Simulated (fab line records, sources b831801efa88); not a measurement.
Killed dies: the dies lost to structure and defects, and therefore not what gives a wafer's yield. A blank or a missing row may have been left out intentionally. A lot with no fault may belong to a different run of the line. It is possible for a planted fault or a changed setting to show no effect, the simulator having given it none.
Chamber matching || flow sky130 || 4 sister chambers for SKY_CONTACT_CMP_04 on cmp-01
The step polishes SiO2. 4 wafers are shown with their chamber, then 7 later ones without.

== EACH WAFER AND ITS CHAMBER ==
{"wafer": "L823.4", "chamber": 2, "motor-current-A (A)": 12.1}
{"wafer": "L836.3", "chamber": 3, "motor-current-A (A)": 11.7}
{"wafer": "L841.2", "chamber": 0, "motor-current-A (A)": 12.8}
{"wafer": "L841.3", "chamber": 1, "motor-current-A (A)": 11.0}

== WAFERS WITH NO CHAMBER GIVEN ==
{"wafer": "L841.5", "motor-current-A (A)": 11.7}
{"wafer": "L842.1", "motor-current-A (A)": 12.6}
{"wafer": "L842.4", "motor-current-A (A)": 11.0}
{"wafer": "L842.5", "motor-current-A (A)": 12.8}
{"wafer": "L843.2", "motor-current-A (A)": 11.3}
{"wafer": "L843.4", "motor-current-A (A)": 11.9}
{"wafer": "L843.5", "motor-current-A (A)": 12.4}

== CHAMBER TAKEN BY EACH ==
{"wafer": "L841.5", "from the rows above": 3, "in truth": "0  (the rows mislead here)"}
{"wafer": "L842.1", "from the rows above": "can't be placed: 0 or 2", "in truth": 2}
{"wafer": "L842.4", "from the rows above": 1, "in truth": 1}
{"wafer": "L842.5", "from the rows above": 0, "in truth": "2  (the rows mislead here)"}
{"wafer": "L843.2", "from the rows above": "can't be placed: 1 or 3", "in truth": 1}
{"wafer": "L843.4", "from the rows above": "can't be placed: 2 or 3", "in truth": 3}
{"wafer": "L843.5", "from the rows above": "can't be placed: 2 or 0", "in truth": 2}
Placed correctly: 1 of 7. Can't be placed from these rows: 4 (the true chamber is among the candidates in 4). Number placed wrongly: 2.
How it was worked out, from the rows above alone: a wafer's distance from a chamber is the root of the sum, over the readings, of the square of ((its reading less the chamber's mean) divided by the reading's scatter). If the next closest chamber is less than 2 further off than the closest, the wafer can't be placed; otherwise it belongs to the closest. The mean given for a chamber averages the wafers shown for that chamber. The scatter: with one shown wafer a chamber, the root of the mean of the squares of how far each hidden wafer lies from its nearest shown one.
